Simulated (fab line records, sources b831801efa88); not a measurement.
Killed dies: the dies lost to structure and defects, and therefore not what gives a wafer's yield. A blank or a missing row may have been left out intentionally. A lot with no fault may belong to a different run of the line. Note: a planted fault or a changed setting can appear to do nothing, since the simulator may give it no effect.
A struck lot beside a sound one / flow sky130 / 38 out of 708 route steps
Sound: these wafers, L469.2, L469.4, L469.6. Struck: wafer L483.2 (L483.5, L483.6, from the same lot, were not struck and are left out); the cause is given at the end.
Each step with rows lists, per side, the tool, then ch with its chambers, then its first start. Under that, the readings that differ: sound wafers / struck wafers / difference of the means / sigmas: that difference in standard deviations of wafers without a fault.
alike: a reading whose means differ by less than 2 such deviations, as well as words and numbers matching on both sides. not compared: withheld readings; readings where some wafer has no value; bounds like >300 that might hide an equal value; numbers whose values overlap and for which the record gives no deviation.
A row with sigmas, a row that says differs or no value, or rows on one side alone: a step with any of these is where the two part. Numbers that have no deviation but don't overlap get no sigmas and don't part them. A reading that every wafer of one side lacks parts them only if that side has two wafers or more.

first, 9 steps without rows for these wafers: SKY_VIA2_SPUTTER_20 (material TiN, target thk 20 nm, time 80 s); SKY_VIA2_CVD_21 (deposits W, target thk 420 nm, time 126.4 s); SKY_VIA2_CMP_24 (polishes, stops on SiO2, t overpolish 20 s, target thk 0 nm); SKY_METAL3_SPUTTER_00 (material Ti, target thk 15 nm, time 10 s); SKY_METAL3_SPUTTER_01 (material TiN, target thk 20 nm, time 16.7 s); SKY_METAL3_SPUTTER_02 (material AlCu, target thk 735 nm, time 39.1 s); SKY_METAL3_SPUTTER_03 (material Ti, target thk 5 nm, time 3.3 s); SKY_METAL3_SPUTTER_04 (material TiN, target thk 70 nm, time 58.3 s); SKY_CAPM_CVD_00 (deposits SiO2, target thk 15.5 nm).
SKY_CAPM_SPUTTER_02: material TiN, target thk 200 nm, time 166.7 s.
  struck on pvd-sputter-01, day 41 18:37; sound on pvd-sputter-01, day 36 21:28
reading=model.TiN_of_CAPM_SPUTTER_02.thk-nm (nm); sound=199.2 198.3 198.5; struck=154.3; difference=-44.4; sigmas=
  alike: throttle-valve-pct
SKY_CAPM_RS_MEAS_03: uses a four-point probe to measure.
  struck on film-metro-02, day 41 18:45; sound on film-metro-02, day 36 21:35
reading=CAPM_TIN_RS (ohm/sq); sound=6.92 6.98 6.97; struck=9.02; difference=+2.06; sigmas=+25
SKY_CAPM_THK_MEAS_04: measures by xrf.
  struck on film-metro-02, day 41 18:52; sound on film-metro-02, day 36 21:42
reading=CAPM_TIN_THK (nm); sound=199.6 198.9 198.0; struck=153.2; difference=-45.6; sigmas=-18
then, 7 steps without rows for these wafers: SKY_CAPM_DEHYDRATE_05 (time 60 s); SKY_CAPM_HMDS_06 (prime time 60 s); SKY_CAPM_COAT_07 (resist thk 1140 nm); SKY_CAPM_SOFTBAKE_08 (time 60 s); SKY_CAPM_EXPOSE_09 (exposes mask CAPM, target cd 1000 nm); SKY_CAPM_PEB_10; SKY_CAPM_DEVELOP_11 (develop time 60 s).
SKY_CAPM_METAL_ETCH_13: etches TiN in Cl2/BCl3, stops on SiO2, target depth 220 nm, time 62.9 s.
  sound on rie-metal-01 ch 0, day 37 23:28; struck on rie-metal-03 ch 1, day 42 17:55
reading=oes-product-au (a.u.); sound=0.934 0.939 0.935; struck=0.809; difference=-0.127; sigmas=-15
reading=throttle-valve-pct (%); sound=21.906 21.900 21.895; struck=21.986; difference=+0.086; sigmas=+9
  alike: drypump-motor-current-A
  not compared: rf-hours-counter-h
then, 16 steps without rows for these wafers: SKY_CAPM_STRIP_14 (strips in O2/N2); SKY_CAPM_STRIP_15 (strips in post etch residue remover, time 1200 s); SKY_CAPM_CLEAN_16 (cleans in IPA, time 180 s); SKY_CAPM_CLEAN_17 (cleans in O3/DIW); SKY_METAL3_DEHYDRATE_05 (time 60 s); SKY_METAL3_HMDS_06 (prime time 60 s); SKY_METAL3_COAT_07 (resist thk 60 nm); SKY_METAL3_COAT_08 (resist thk 1140 nm); SKY_METAL3_SOFTBAKE_09 (time 90 s); SKY_METAL3_EXPOSE_10 (exposes mask MM3, target cd 300 nm); SKY_METAL3_PEB_11; SKY_METAL3_DEVELOP_12 (develop time 60 s); SKY_METAL3_DESCUM_15 (chemistry O2, time 8 s); SKY_METAL3_ETCH_16 (etches BARC in N2/H2, stops on SiO2, time 88.2 s, target depth 60 nm); SKY_METAL3_ETCH_17 (etches SiO2 in C4F8/O2/Ar, stops on TiN, time 3.9 s, target depth 15 nm); SKY_METAL3_METAL_ETCH_18 (etches the open film in Cl2/BCl3, stops on SiO2, target depth 845 nm, time 183.1 s).
SKY_METAL3_STRIP_20: strips in post etch residue remover, time 1200 s.
  sound on wet-bench-04 ch 3, day 39 01:31; struck on wet-bench-01 ch 3, day 43 18:16
reading=model.TiN_of_CAPM_SPUTTER_02.thk-nm (nm); sound=198.4 197.4 197.6; struck=153.5; difference=-44.3; sigmas=
-- the record jumps here: 6 days lie between the struck wafers' starts before and after (it left off in module METAL3 and takes up again in module PAD_OPEN, whose first step shown is number 708 of the route) --
SKY_PAD_OPEN_PROBE_99:
  struck on prober-01, day 49 22:25; sound on prober-02, day 46 06:05
reading=killed-open; sound=45 43 47; struck=60; difference=+15; sigmas=+2
reading=model.etest.cap-mim.plate-ohm-sq; sound=6.048 6.113 6.026; struck=7.762; difference=+1.700; sigmas=
reading=model.etest.cap-mim.bv-v (V); sound=14.25 14.14 14.28; struck=12.52; difference=-1.70; sigmas=
reading=model.etest.cap-mim.leak-log10-a-cm2; sound=-9.096 -8.959 -8.972; struck=-8.123; difference=+0.886; sigmas=
  alike: defect-limited-yield, killed_at_M0_to_M3, killed_at_M4_up, killed-at-contacts, killed-at-front-end, killed-at-other, killed-dies, killed-short, sort_bin_3_pad_short, sort_bin_5_function, sort_bin_6_memory, sort-n-pass, sort-yield-pct

WHERE THEY PART
Earliest at SKY_CAPM_RS_MEAS_03; latest, in this record, at SKY_PAD_OPEN_PROBE_99.

WHY: whatever the simulator had introduced
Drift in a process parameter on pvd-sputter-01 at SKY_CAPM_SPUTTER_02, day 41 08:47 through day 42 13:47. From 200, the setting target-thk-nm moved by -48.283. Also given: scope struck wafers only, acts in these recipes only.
